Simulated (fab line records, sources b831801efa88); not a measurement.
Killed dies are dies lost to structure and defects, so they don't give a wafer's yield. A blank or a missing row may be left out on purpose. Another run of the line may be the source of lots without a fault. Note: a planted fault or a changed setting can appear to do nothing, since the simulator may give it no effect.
Struck lot and sound lot, side by side | flow sky130 | 14 out of 708 route steps
Sound: the wafers L201.1, L201.4, L201.5. Wafers struck: L195.2, L195.3, L195.5. The cause comes at the end.
Order at every step that has rows: each side's tool, ch and its chambers, its first start. Under that, the readings that differ: sound wafers | struck wafers | difference of the means | sigmas: that difference in standard deviations of wafers without a fault.
alike: readings whose means differ by less than 2 such deviations, and words and numbers that are the same on both sides. not compared: withheld readings, readings that some wafer has no value for, bounds like >300 that may hide the same value, and numbers for which the record gives no deviation and whose values overlap.
Wherever a step has rows on one side only, a row that says differs or no value, or a row with sigmas, the two part there. When numbers do not overlap yet have no deviation, they are printed without sigmas and do not part them. A reading missing from all wafers of one side parts the sides only when that side holds two or more wafers.

first, 3 steps without rows for these wafers: SKY_POLY_CUT_EXPOSE_05 (exposes mask NPCM, target cd 270 nm); SKY_POLY_CUT_PEB_06; SKY_POLY_CUT_DEVELOP_07 (develop time 60 s).
SKY_POLY_CUT_CD_MEAS_08: the cd target is 270 nm.
  sound: cdSem-02 at day 29 06:29; struck: cdSem-02 at day 27 15:08
  alike: cdNm
SKY_POLY_CUT_OVL_MEAS_09:
  sound: overlay-01 at day 29 06:36; struck: overlay-02 at day 27 15:14
  alike: POLY_CUT_OVL
SKY_POLY_CUT_ETCH_10: etches BARC in N2/H2, stops on SiO2, time 45.9 s, target depth 60 nm.
  sound on rieDiel-04 ch 0,1, day 29 06:38; struck on rieDiel-03 ch 1,2,3, day 27 15:16
reading             | sound             | struck            | difference | sigmas
oesProductAu (a.u.) | 0.863 0.850 0.858 | 0.844 0.848 0.850 | -0.010     | -2
  alike: drypumpMotorCurrentA, throttleValvePct
  not compared: rfHoursCounterH
SKY_POLY_CUT_ETCH_11: etches Si3N4 in CF4/CH2F2/Ar, stops on poly-Si, time 42.5 s, target depth 60 nm.
  sound on rieDiel-04 ch 0,1, day 29 06:41; struck on rieDiel-03 ch 1,2,3, day 27 15:19
reading             | sound             | struck            | difference | sigmas
oesProductAu (a.u.) | 0.812 0.819 0.822 | 0.824 0.836 0.836 | +0.014     | +2
  alike: drypumpMotorCurrentA, throttleValvePct
  not compared: rfHoursCounterH
SKY_POLY_CUT_STRIP_12: strips in O2/N2.
  sound on plasmaAsher-04 ch 0,1, day 29 06:43; struck on plasmaAsher-04 ch 0,1, day 27 15:22
  alike: drypumpMotorCurrentA, oesProductAu, stripTimeToEndpointS
  not compared: rfHoursCounterH
then, 4 steps without rows for these wafers: SKY_SD_P_DEHYDRATE_00 (time 60 s); SKY_SD_P_HMDS_01 (prime time 60 s); SKY_SD_P_COAT_02 (resist thk 1140 nm); SKY_SD_P_SOFTBAKE_03 (time 60 s).
SKY_SD_P_EXPOSE_04: exposes mask PSDM, target cd 380 nm.
  struck on ilineStepper-02, day 28 05:15; sound on ilineStepper-02 ch 0, day 29 21:27
  no value came back on the struck wafers for exposureDoseMJCm2, focusOffsetNm (nm); on the sound wafers exposureDoseMJCm2 reads 137.92 137.97 137.79
  alike: mask
following that, these wafers have no rows for 1 step: SKY_SD_P_PEB_05.

== WHERE THEY PART ==
First at SKY_POLY_CUT_ETCH_10; last, within this record, at SKY_SD_P_EXPOSE_04.

WHY: what had been put in by the simulator
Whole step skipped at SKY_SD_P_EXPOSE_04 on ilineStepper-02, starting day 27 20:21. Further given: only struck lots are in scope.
